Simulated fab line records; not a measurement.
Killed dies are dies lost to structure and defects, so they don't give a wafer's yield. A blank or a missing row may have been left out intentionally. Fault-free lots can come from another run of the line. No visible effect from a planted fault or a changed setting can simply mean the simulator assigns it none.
Which of the tools did it?	flow sky130	72 wafers from 24 lots sampled at 5 of the route's 708 steps

## WHAT EACH GAUGE READ, for each wafer
SKY_CAPM_RS_MEAS_03: a four-point-probe measurement.
lot	measured	on	CAPM_TIN_RS (ohm/sq)
L074	day 36 21:10	film_metro-01	7.00 7.06 7.02
L075	day 36 21:31	film_metro-02	6.95 6.91 6.89
L076	day 37 09:30	film_metro-04	6.88 6.88 6.87
L077	day 38 01:19	film_metro-02	6.87 6.87 6.91
L079	day 38 10:21	film_metro-04	6.92 6.95 6.92
L078	day 38 10:59	film_metro-02	6.91 6.97 6.93
L080	day 38 11:33	film_metro-02	6.93 6.89 6.92
L081	day 39 13:46	film_metro-04	6.95 6.89 6.94
L083	day 39 19:35	film_metro-01	6.85 6.79 6.79
L082	day 39 23:44	film_metro-02	7.08 6.94 7.00
L084	day 40 03:53	film_metro-01	6.95 7.02 6.94
L085	day 40 14:16	film_metro-01	7.03 7.11 7.05
L086	day 40 19:57	film_metro-04	6.91 6.87 6.89
L088	day 41 12:29	film_metro-04	7.00 6.95 6.98
L087	day 41 13:31	film_metro-02	6.86 6.91 6.92
L090	day 41 15:17	film_metro-04	7.00 6.98 7.05
L089	day 41 16:38	film_metro-01	6.82 6.81 6.82
L091	day 41 20:47	film_metro-02	7.03 6.98 6.98
L092	day 42 00:25	film_metro-02	6.85 6.88 6.93
L093	day 42 13:05	film_metro-02	6.84 6.94 6.86
L094	day 42 14:14	film_metro-02	6.98 7.09 7.07
L095	day 42 19:23	film_metro-01	7.01 6.98 7.03
L096	day 43 04:37	film_metro-01	6.98 6.85 6.87
L097	day 43 07:32	film_metro-01	7.03 7.03 6.99

SKY_VIA4_RS_MEAS_19: a four-point-probe measurement.
lot	measured	on	VIA4_W_RS (ohm/sq)
L074	day 43 07:39	film_metro-03	0.2292 0.2257 0.2306
L075	day 43 10:13	film_metro-03	0.2269 0.2267 0.2270
L076	day 43 17:25	film_metro-01	0.2227 0.2265 0.2277
L077	day 44 08:10	film_metro-01	0.2271 0.2281 0.2271
L079	day 44 16:25	film_metro-04	0.2262 0.2284 0.2245
L078	day 44 17:04	film_metro-03	0.2257 0.2238 0.2244
L080	day 44 17:47	film_metro-04	0.2255 0.2303 0.2261
L081	day 45 17:25	film_metro-01	0.2267 0.2247 0.2266
L083	day 45 22:17	film_metro-01	0.2230 0.2282 0.2308
L082	day 46 00:19	film_metro-04	0.2293 0.2279 0.2250
L084	day 46 02:49	film_metro-04	0.2255 0.2224 0.2238
L085	day 46 12:28	film_metro-03	0.2276 0.2225 0.2266
L086	day 46 17:25	film_metro-04	0.2287 0.2307 0.2266
L088	day 47 09:19	film_metro-03	0.2278 0.2236 0.2277
L087	day 47 10:28	film_metro-01	0.2280 0.2313 0.2241
L090	day 47 11:08	film_metro-04	0.2263 0.2245 0.2299
L089	day 47 11:54	film_metro-03	0.2238 0.2276 0.2297
L091	day 47 16:04	film_metro-04	0.2245 0.2227 0.2263
L092	day 47 20:01	film_metro-01	0.2268 0.2262 0.2244
L093	day 48 03:50	film_metro-03	0.2302 0.2315 0.2284
L094	day 48 06:31	film_metro-01	0.2263 0.2191 0.2223
L095	day 48 10:44	film_metro-04	0.2308 0.2266 0.2195
L096	day 48 17:17	film_metro-04	0.2291 0.2292 0.2287
L097	day 48 19:42	film_metro-04	0.2229 0.2199 0.2248

## EACH LOT AND THE TOOL THAT RAN IT (in order: tool; ch and the chambers of the sampled wafers; start)
lot	SKY_METAL2_SPUTTER_04	SKY_CAPM_METAL_ETCH_13	SKY_VIA4_CMP_02
L074	pvd_sputter-03, day 34 10:48	rie_metal-03 ch 0,1, day 37 22:51	cmp-02 ch 0,1,3, day 42 07:10
L075	pvd_sputter-04, day 34 12:13	rie_metal-04 ch 0,1, day 37 23:33	cmp-02 ch 1,2,3, day 42 09:18
L076	pvd_sputter-03, day 35 00:50	rie_metal-03 ch 0,1, day 38 10:34	cmp-01 ch 0,2, day 42 17:14
L077	pvd_sputter-03, day 35 17:58	rie_metal-03 ch 0,1, day 39 02:24	cmp-01 ch 0,3, day 43 08:31
L079	pvd_sputter-03, day 36 02:45	rie_metal-03 ch 0,1, day 39 11:28	cmp-02 ch 1,2,3, day 43 16:23
L078	pvd_sputter-01, day 36 03:08	rie_metal-04 ch 0,1, day 39 11:33	cmp-02 ch 0,3, day 43 17:20
L080	pvd_sputter-04, day 36 03:09	rie_metal-03 ch 0,1, day 39 12:09	cmp-02 ch 1,2,3, day 43 18:15
L081	pvd_sputter-04, day 37 07:56	rie_metal-03 ch 0,1, day 40 14:12	cmp-01 ch 1,2,3, day 44 18:34
L083	pvd_sputter-01, day 37 12:56	rie_metal-03 ch 0,1, day 40 20:06	cmp-01 ch 1,2,3, day 44 23:47
L082	pvd_sputter-03, day 37 16:53	rie_metal-04 ch 0,1, day 41 00:06	cmp-02 ch 0,2,3, day 45 02:03
L084	pvd_sputter-04, day 37 21:37	rie_metal-04 ch 0,1, day 41 03:49	cmp-01 ch 0,2,3, day 45 04:39
L085	pvd_sputter-04, day 38 09:39	rie_metal-03 ch 0,1, day 41 13:57	cmp-02 ch 0,2,3, day 45 15:04
L086	pvd_sputter-03, day 38 15:18	rie_metal-01 ch 0, day 41 20:21	cmp-02 ch 1,2,3, day 45 19:55
L088	pvd_sputter-03, day 39 07:55	rie_metal-04 ch 0, day 42 11:46	cmp-02 ch 1,2,3, day 46 11:44
L087	pvd_sputter-04, day 39 09:10	rie_metal-01 ch 0,1, day 42 12:39	cmp-01 ch 0,1, day 46 12:34
L090	pvd_sputter-01, day 39 11:20	rie_metal-03 ch 0,1, day 42 14:17	cmp-01 ch 0,2,3, day 46 13:29
L089	pvd_sputter-04, day 39 11:50	rie_metal-04 ch 0, day 42 15:36	cmp-01 ch 0,1,2, day 46 14:13
L091	pvd_sputter-04, day 39 17:07	rie_metal-04 ch 0, day 42 20:10	cmp-02 ch 0,3, day 46 18:35
L092	pvd_sputter-03, day 39 19:56	rie_metal-03 ch 0, day 42 23:33	cmp-02 ch 0,2,3, day 46 22:24
L093	pvd_sputter-03, day 40 09:06	rie_metal-01 ch 0,1, day 43 11:38	cmp-01 ch 1,2, day 47 07:18
L094	pvd_sputter-01, day 40 10:50	rie_metal-03 ch 0,1, day 43 13:59	cmp-02 ch 0,1,3, day 47 10:11
L095	pvd_sputter-04, day 40 16:18	rie_metal-03 ch 0,1, day 43 18:30	cmp-01 ch 1,2, day 47 14:25
L096	pvd_sputter-03, day 41 01:47	rie_metal-03 ch 0,1, day 44 02:24	cmp-01 ch 0,1,3, day 47 20:54
L097	pvd_sputter-04, day 41 04:52	rie_metal-01 ch 0,1, day 44 06:01	cmp-02 ch 0,1,3, day 47 23:19
- SKY_METAL2_SPUTTER_04: material TiN, target thk 70 nm, time 58.3 s.
- SKY_CAPM_METAL_ETCH_13: etches TiN in Cl2/BCl3, stops on SiO2, target depth 220 nm, time 62.9 s.
- SKY_VIA4_CMP_02: polishes SiO2.

## WHAT THE TOOLS THEMSELVES READ (means of the sampled wafers that have a number; where no wafer has one, the mark that the record gives instead)
SKY_METAL2_SPUTTER_04.
lot	tool	throttle_valve_pct (%)
L074	pvd_sputter-03	28.8
L075	pvd_sputter-04	30.4
L076	pvd_sputter-03	30.0
L077	pvd_sputter-03	29.5
L079	pvd_sputter-03	29.2
L078	pvd_sputter-01	29.3
L080	pvd_sputter-04	30.3
L081	pvd_sputter-04	30.5
L083	pvd_sputter-01	29.6
L082	pvd_sputter-03	29.6
L084	pvd_sputter-04	30.4
L085	pvd_sputter-04	30.3
L086	pvd_sputter-03	29.3
L088	pvd_sputter-03	29.8
L087	pvd_sputter-04	30.5
L090	pvd_sputter-01	30.1
L089	pvd_sputter-04	30.6
L091	pvd_sputter-04	30.5
L092	pvd_sputter-03	29.2
L093	pvd_sputter-03	29.3
L094	pvd_sputter-01	29.9
L095	pvd_sputter-04	30.4
L096	pvd_sputter-03	29.2
L097	pvd_sputter-04	31.3

SKY_CAPM_METAL_ETCH_13.
lot	tool	bias_w (W)	drypump_motor_current_A (A)	oes_product_au (a.u.)	rf_fwd_power_W (W)	throttle_valve_pct (%)
L074	rie_metal-03	48.44	6.5	0.930	898	21.904
L075	rie_metal-04	48.71	6.2	0.942	891	21.908
L076	rie_metal-03	48.66	6.5	0.948	895	21.901
L077	rie_metal-03	48.52	6.5	0.945	893	21.907
L079	rie_metal-03	48.34	6.5	0.941	891	21.903
L078	rie_metal-04	48.61	6.2	0.941	896	21.905
L080	rie_metal-03	48.35	6.5	0.943	892	21.909
L081	rie_metal-03	48.60	6.5	0.942	898	21.902
L083	rie_metal-03	48.46	6.5	0.948	895	21.903
L082	rie_metal-04	48.55	6.2	0.936	896	21.907
L084	rie_metal-04	48.45	6.2	0.933	893	21.909
L085	rie_metal-03	48.60	6.5	0.931	892	21.914
L086	rie_metal-01	48.57	6.0	0.945	891	21.903
L088	rie_metal-04	48.67	5.8	0.936	898	21.909
L087	rie_metal-01	48.61	5.7	0.943	889	21.897
L090	rie_metal-03	48.58	6.5	0.936	895	21.909
L089	rie_metal-04	48.61	5.7	0.950	895	21.894
L091	rie_metal-04	48.52	5.8	0.930	897	21.906
L092	rie_metal-03	48.41	6.4	0.940	896	21.901
L093	rie_metal-01	48.55	5.3	0.946	891	21.906
L094	rie_metal-03	48.35	6.5	0.930	895	21.898
L095	rie_metal-03	48.70	6.4	0.937	896	21.913
L096	rie_metal-03	48.46	6.5	0.942	895	21.898
L097	rie_metal-01	48.47	5.7	0.937	890	21.915

SKY_VIA4_CMP_02.
lot	tool	head_pressure_psi (psi)	motor_current_A (A)
L074	cmp-02	4.015	11.6
L075	cmp-02	3.999	11.2
L076	cmp-01	4.005	13.6
L077	cmp-01	3.996	12.2
L079	cmp-02	4.003	11.2
L078	cmp-02	3.991	12.0
L080	cmp-02	4.000	10.9
L081	cmp-01	3.994	12.9
L083	cmp-01	3.996	13.1
L082	cmp-02	4.002	11.9
L084	cmp-01	4.005	12.5
L085	cmp-02	3.999	11.9
L086	cmp-02	4.006	11.2
L088	cmp-02	3.998	11.2
L087	cmp-01	4.002	12.4
L090	cmp-01	4.002	13.0
L089	cmp-01	3.991	13.0
L091	cmp-02	4.001	13.1
L092	cmp-02	3.995	11.7
L093	cmp-01	4.006	13.8
L094	cmp-02	3.995	11.8
L095	cmp-01	4.001	13.7
L096	cmp-01	4.005	12.4
L097	cmp-02	4.012	11.6

## THE ANSWER, worked out from the rows above alone
Rule: the lots themselves supply what counts as usual. The widest of any qualifying gaps counts: lots, ordered by their means at a reading, are off when they make up no more than a third of the lots, leave a main group of 4 or more, and stand apart from it by 3 or more times the standard deviation of that group's means. A main group whose means are all the same, to the digits that the tables above print for the reading, isn't used. Also off: a lot with no number at a reading for which 4 or more lots have one. Where the step has rows for the other lots, those lots are counted as sound. After the gauges, taken in route order, come the tools' own readings; for these a lot's mean is taken, as printed above. At the first step where some lot is off, the reading lying furthest off is the one used; lots without a number count as furthest.
No lot is off at any reading shown: from this, nothing can be told.

## WHAT THE SIMULATOR HAD INSERTED
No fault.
